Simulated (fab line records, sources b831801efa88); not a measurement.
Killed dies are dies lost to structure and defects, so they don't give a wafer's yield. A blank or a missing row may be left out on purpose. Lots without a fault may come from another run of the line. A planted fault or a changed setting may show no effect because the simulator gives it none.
fab line records | flow sky130 | part 2 of 2: steps 24 to 35 of 35
record lots=5 wafers=15 last_day=50
route steps=708 shown FIELD_ISO@8 NWELL@32 DNWELL@35
lots that met no fault: from a run of the same line without faults
start_h: hours from the record's first day to the start of the lot's first wafer shown | wait_h: hours since the lot's step before | " the same as in the row above | L1.1+2: a row that stands for several wafers | - no value, or no start given | * or withheld: withheld | < > ~ a bound
route shown NAME@n: a module of which the file shows steps, and the number in the route of the first | usual: mean/standard deviation of fault-free wafers | same: alike in all rows | chamber/n: place in a boat | sites: the reading at each site | _std_site: their standard deviation | _edge_site: outer sites' mean less inner sites' | radius_mm: how far each site lies from the wafer's centre | mask NAME#n: copy n | behind: the tool/chamber that last shaped the wafer | hold: why the lot was held/for how many hours/how that ended | device: the transistor (n, p or np) that didn't switch | end of line: the same wafers' tests at the end of the route | a step without rows: its recipe alone | killed: dies lost to structure and defects at the first sort, not the wafer's yield | map: a wafer's dies, x killed, . not, _ none there
set.NAME: the setting as run; set.NAME@STEP: as run at that earlier step | model.NAME: the simulator's own value behind a step, which no gauge read
lots at some steps of the route; a table a step, a row a wafer
services: from which hour (start_h, from the record's first day; less than 0 if before it) a tool's chamber was out of use, for how many hours, and why
## steps
# step SKY_FIELD_ISO_WET_ETCH_30
# recipe chemistry=dHF target_depth_nm=25 target=SiO2 dilution=10:1 temp_c=25 time_s=50
# usual temp_c=24.99/0.1
# columns lot.wafer tool chamber start_h wait_h temp_c
L075.1 wet_bench-04 1 41.59 0.0 25.00
L075.2 " 1 " " 24.86
L075.3 " 1 " " 24.87
L078.1 wet_bench-04 2 57.98 0.0 24.85
L078.3 " 2 " " 24.92
L078.4 " 2 " " 25.04
L090.1 wet_bench-04 1 120.14 0.0 25.00
L090.3 " 1 " " 25.07
L090.5 " 1 " " 24.99
L093.2 wet_bench-03 2 137.52 0.0 25.06
L093.3 " 2 " " 24.99
L093.6 " 2 " " 25.12
L097.1 wet_bench-03 3 155.37 0.0 24.93
L097.3 " 3 " " 25.01
L097.6 " 3 " " 24.85
# step SKY_NWELL_CLEAN_00
# recipe chemistry=SC1/SC2 mix=1:4:20 temp_c=70 time_s=150 dry=n2_spin
# usual temp_c=69.99/0.11
# columns lot.wafer tool chamber start_h wait_h temp_c
L075.1 wet_bench-03 1 41.61 0.0 70.11
L075.2 " 1 " " 70.08
L075.3 " 1 " " 69.97
L078.1 wet_bench-03 3 58.00 0.0 70.19
L078.3 " 3 " " 70.01
L078.4 " 3 " " 70.02
L090.1 wet_bench-03 0 120.16 0.0 70.02
L090.3 " 0 " " 70.26
L090.5 " 0 " " 70.11
L093.2 wet_bench-04 2 137.55 0.0 69.83
L093.3 " 2 " " 70.10
L093.6 " 2 " " 69.80
L097.1 wet_bench-01 1 155.42 0.0 69.92
L097.3 " 1 " " 70.16
L097.6 " 1 " " 70.10
# step SKY_NWELL_OXIDATION_01
# recipe temp_c=900 ambient=O2 stabilise_s=600 purge_s=300 target_thk_a=100 ox_time_s=1418
# columns lot.wafer tool chamber start_h wait_h
L075.1+2+3 furnace-02 0 41.69 0.0
L078.1+3+4 furnace-02 0 58.32 0.3
L090.1+3+5 furnace-02 0 123.18 3.0
L093.2+3+6 furnace-01 0 138.71 1.1
L097.1+3+6 furnace-01 0 155.91 0.4
# step SKY_NWELL_THK_MEAS_02
# recipe reads=SiO2_of_NWELL_OXIDATION_01
# usual NWELL_OXIDATION_THK=10.06/0.2
# columns lot.wafer tool chamber start_h wait_h NWELL_OXIDATION_THK[nm]
L075.1 film_metro-03 - 43.09 0.0 9.76
L075.2 " - " " 9.77
L075.3 " - " " 9.77
L078.1 film_metro-02 - 59.71 0.0 10.08
L078.3 " - " " 10.10
L078.4 " - " " 9.95
L090.1 film_metro-02 - 124.57 0.0 10.19
L090.3 " - " " 10.11
L090.5 " - " " 9.91
L093.2 film_metro-03 - 140.12 0.0 10.23
L093.3 " - " " 10.03
L093.6 " - " " 10.19
L097.1 film_metro-04 - 157.30 0.0 10.18
L097.3 " - " " 10.25
L097.6 " - " " 10.14
# step SKY_DNWELL_DEHYDRATE_00
# recipe temp_c=200 time_s=60
# usual exhaust_pa=45.0/0.78
# columns lot.wafer tool chamber start_h wait_h exhaust_pa
L075.1 litho_track-04 0 50.82 7.7 44.6
L075.2 " 0 " " 45.0
L075.3 " 0 " " 45.6
L078.1 litho_track-03 0 67.00 7.3 45.3
L078.3 " 0 " " 44.4
L078.4 " 0 " " 44.9
L090.1 litho_track-01 0 133.33 8.7 44.1
L090.3 " 0 " " 44.3
L090.5 " 0 " " 44.6
L093.2 litho_track-01 0 149.86 9.7 46.1
L093.3 " 0 " " 45.4
L093.6 " 0 " " 46.8
L097.1 litho_track-04 0 167.12 9.8 46.0
L097.3 " 0 " " 47.3
L097.6 " 0 " " 45.0
# step SKY_DNWELL_HMDS_01
# recipe prime_time_s=60 prime_temp_c=120
# usual exhaust_pa=44.9/0.94
# columns lot.wafer tool chamber start_h wait_h exhaust_pa
L075.1 litho_track-04 0 50.97 0.1 45.5
L075.2 " 0 " " 44.4
L075.3 " 0 " " 45.1
L078.1 litho_track-03 0 67.15 0.1 44.1
L078.3 " 0 " " 44.6
L078.4 " 0 " " 43.2
L090.1 litho_track-01 0 133.48 0.1 44.9
L090.3 " 0 " " 44.1
L090.5 " 0 " " 45.0
L093.2 litho_track-01 0 150.01 0.1 45.2
L093.3 " 0 " " 45.6
L093.6 " 0 " " 46.0
L097.1 litho_track-04 0 167.27 0.1 45.3
L097.3 " 0 " " 45.2
L097.6 " 0 " " 44.6
# step SKY_DNWELL_COAT_02
# recipe spin_rpm=2000 resist_thk_nm=3000
# usual exhaust_pa=45.0/0.89
# columns lot.wafer tool chamber start_h wait_h exhaust_pa
L075.1 litho_track-04 0 51.12 0.1 45.8
L075.2 " 0 " " 44.7
L075.3 " 0 " " 45.4
L078.1 litho_track-03 0 67.30 0.1 45.5
L078.3 " 0 " " 44.9
L078.4 " 0 " " 46.1
L090.1 litho_track-01 0 133.63 0.1 44.7
L090.3 " 0 " " 43.4
L090.5 " 0 " " 43.7
L093.2 litho_track-01 0 150.16 0.1 44.8
L093.3 " 0 " " 45.4
L093.6 " 0 " " 44.0
L097.1 litho_track-04 0 167.42 0.1 46.1
L097.3 " 0 " " 44.4
L097.6 " 0 " " 44.3
# step SKY_DNWELL_SOFTBAKE_03
# recipe temp_c=110 time_s=withheld
# usual exhaust_pa=44.9/0.84
# columns lot.wafer tool chamber start_h wait_h exhaust_pa
L075.1 litho_track-04 0 51.27 0.1 45.8
L075.2 " 0 " " 46.3
L075.3 " 0 " " 47.0
L078.1 litho_track-03 0 67.45 0.1 43.6
L078.3 " 0 " " 44.0
L078.4 " 0 " " 44.7
L090.1 litho_track-01 0 133.78 0.1 43.9
L090.3 " 0 " " 45.3
L090.5 " 0 " " 45.6
L093.2 litho_track-01 0 150.31 0.1 44.4
L093.3 " 0 " " 44.5
L093.6 " 0 " " 44.1
L097.1 litho_track-04 0 167.57 0.1 44.4
L097.3 " 0 " " 43.8
L097.6 " 0 " " 43.3
# step SKY_DNWELL_EXPOSE_04
# recipe mask_id=DNM na=0.57 target_cd_nm=3000 dose_mj=222
# usual reticle_temp_C=23.00/0.11
# columns lot.wafer tool chamber start_h wait_h mask reticle_temp_C
L075.1 iline_stepper-02 0 - - DNM#0 22.88
L075.2 " 0 " " DNM#0 22.92
L075.3 " 0 " " DNM#0 22.75
L078.1 iline_stepper-02 0 - - DNM#0 23.06
L078.3 " 0 " " DNM#0 22.88
L078.4 " 0 " " DNM#0 22.88
L090.1 iline_stepper-02 0 - - DNM#0 23.05
L090.3 " 0 " " DNM#0 23.01
L090.5 " 0 " " DNM#0 23.08
L093.2 iline_stepper-01 0 - - DNM#0 23.00
L093.3 " 0 " " DNM#0 22.93
L093.6 " 0 " " DNM#0 22.97
L097.1 iline_stepper-01 0 - - DNM#0 23.00
L097.3 " 0 " " DNM#0 23.07
L097.6 " 0 " " DNM#0 23.10
# step SKY_DNWELL_PEB_05
# recipe temp_c=115 time_s=withheld
# usual exhaust_pa=45.2/0.9
# columns lot.wafer tool chamber start_h wait_h exhaust_pa
L075.1 litho_track-01 0 - - 44.6
L075.2 " 0 " " 45.4
L075.3 " 0 " " 44.3
L078.1 litho_track-03 0 - - 45.4
L078.3 " 0 " " 45.8
L078.4 " 0 " " 45.8
L090.1 litho_track-01 0 - - 46.2
L090.3 " 0 " " 46.5
L090.5 " 0 " " 45.6
L093.2 litho_track-04 0 - - 45.2
L093.3 " 0 " " 44.4
L093.6 " 0 " " 45.5
L097.1 litho_track-04 0 - - 45.1
L097.3 " 0 " " 44.9
L097.6 " 0 " " 44.2
# step SKY_DNWELL_DEVELOP_06
# recipe wall_angle_deg=90 developer=TMAH develop_time_s=60 dev_temp_c=23
# usual exhaust_pa=45.0/0.91
# columns lot.wafer tool chamber start_h wait_h exhaust_pa
L075.1 litho_track-01 0 - - 45.6
L075.2 " 0 " " 44.4
L075.3 " 0 " " 43.2
L078.1 litho_track-03 0 - - 44.9
L078.3 " 0 " " 45.3
L078.4 " 0 " " 45.8
L090.1 litho_track-01 0 - - 44.5
L090.3 " 0 " " 45.6
L090.5 " 0 " " 44.3
L093.2 litho_track-04 0 - - 44.8
L093.3 " 0 " " 44.5
L093.6 " 0 " " 44.4
L097.1 litho_track-04 0 - - 43.7
L097.3 " 0 " " 44.4
L097.6 " 0 " " 44.4
# step SKY_DNWELL_IMPLANT_07
# recipe species=P energy_kev=withheld dose_cm2=withheld tilt_deg=withheld
# same implant_ion_amu=*
# columns lot.wafer tool chamber start_h wait_h
L075.1+2+3 implanter-04 0 58.78 -
L078.1+3+4 implanter-01 0 75.10 -
L090.1+3+5 implanter-04 0 144.03 -
L093.2+3+6 implanter-04 0 160.19 -
L097.1+3+6 implanter-02 0 178.12 -
## services
# columns tool chamber start_h hours kind
hdpcvd-01 - 5.82 0.5 repair
furnace-01 - 18.04 4.5 pm
krf_scanner-01 - 24.71 1.0 pm
hdpcvd-01 1 27.33 4.5 repair
rie_diel-04 - 58.11 0.6 repair
rie_diel-03 1 64.11 7.7 repair
hdpcvd-01 - 66.75 15.0 pm
rie_si-02 3 67.00 0.9 repair
hdpcvd-01 2 67.60 4.2 repair
implanter-04 - 73.26 1.3 repair
rie_diel-04 1 78.34 6.6 repair
krf_scanner-01 - 83.46 1.3 pm
rie_diel-04 - 91.41 0.3 repair
rie_diel-03 - 108.86 2.8 pm
cmp-01 - 118.27 0.8 repair
iline_stepper-02 - 129.34 1.5 repair
rie_si-02 - 140.42 2.1 repair
krf_scanner-01 - 143.72 0.8 pm
rie_diel-03 - 144.53 0.1 repair
hdpcvd-01 0 154.99 11.2 repair
rie_diel-03 - 157.96 1.0 repair
rie_diel-03 3 158.63 4.5 repair
furnace-02 - 167.65 3.3 pm
rie_diel-04 1 177.97 5.5 repair
